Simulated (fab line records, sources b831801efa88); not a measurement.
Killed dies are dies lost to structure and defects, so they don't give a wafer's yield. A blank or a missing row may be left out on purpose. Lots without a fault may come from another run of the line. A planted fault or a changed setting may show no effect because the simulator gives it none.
One fault seen from 2 desks | flow sky130 | each desk has only its own numbers; what lay behind them comes last

THE METROLOGY DESK
What the gauges read, lot by lot, whatever tool the lot ran on: means of the sampled wafers that have a number. A lot is out of limits, marked OUT, if its mean lies more than 4 standard deviations from the usual mean; the brackets give that distance.
Columns: A = PWDE_RS at SKY_NWELL_RS_MEAS_31, usual 5276 ohm/sq; B = cd_nm at SKY_VT_ADJUST_HVTP_CD_MEAS_07, usual 380.7 nm; C = VT_ADJUST_LVTN_TW at SKY_VT_ADJUST_LVTN_TW_MEAS_10, usual 238.9
lot  | first seen here | A    | B                | C
L712 | day 5 17:31     | 5269 | 379.7            | 240.9
L713 | day 5 22:59     | 5281 | 381.1            | 241.0
L715 | day 6 08:26     | 5301 | 379.0            | 237.1
L719 | day 7 07:06     | 5268 | 382.2            | 238.5
L721 | day 7 19:16     | 5292 | 379.6            | 239.4
L726 | day 9 01:51     | 5233 | 370.8 (-4.7) OUT | 239.4
L727 | day 9 11:01     | 5287 | 369.6 (-5.3) OUT | 238.5
L728 | day 9 16:32     | 5275 | 382.9            | 239.0
L729 | day 10 00:42    | 5269 | 379.4            | 241.3
L730 | day 10 06:01    | 5316 | 382.9            | 238.9
L731 | day 10 08:23    | 5302 | 378.4            | 240.3
L733 | day 11 00:07    | 5267 | 380.6            | 242.5
This desk's finding: out of limits on L726, L727; first on L726, day 9 23:37 (cd_nm at SKY_VT_ADJUST_HVTP_CD_MEAS_07). In limits: L712, L713, L715, L719, L721, L728, L729, L730, L731, L733.

THE TOOL OWNER'S DESK: litho_track-04
The tool's own readings at SKY_VT_ADJUST_HVTP_DEVELOP_06 (develop time 60 s): means of the sampled wafers that have a number, for each lot that ran on this tool. A lot is out of limits, marked OUT, if its mean lies more than 4 standard deviations from the usual mean; the brackets give that distance.
Columns: A = developer_temp_C at SKY_VT_ADJUST_HVTP_DEVELOP_06, usual 22.99 C
lot  | first seen here | A
L713 | day 6 16:44     | 22.99
L715 | day 7 03:44     | 22.84
L726 | day 9 23:28     | 25.38 (+22) OUT
L727 | day 10 08:34    | 25.24 (+20) OUT
This desk's finding: out of limits on L726, L727; first on L726, day 9 23:28 (developer_temp_C at SKY_VT_ADJUST_HVTP_DEVELOP_06). In limits: L713, L715.

PUT TOGETHER
The tool owner's desk could have raised an alarm at day 9 23:28, on L726, L727.
The metrology desk could have raised an alarm at day 9 23:37, on L726, L727.
Of the lots named, all ran SKY_VT_ADJUST_HVTP_DEVELOP_06 on litho_track-04.

WHAT THE SIMULATOR HAD PUT IN
Process parameter drift: litho_track-04, from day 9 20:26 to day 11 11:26, at SKY_VT_ADJUST_HVTP_DEVELOP_06. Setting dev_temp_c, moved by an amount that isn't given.
Lots struck among those shown: L726, L727.
Hours from the fault's start to each desk's first reading out of limits: the tool owner's desk, 3; the metrology desk, 3.
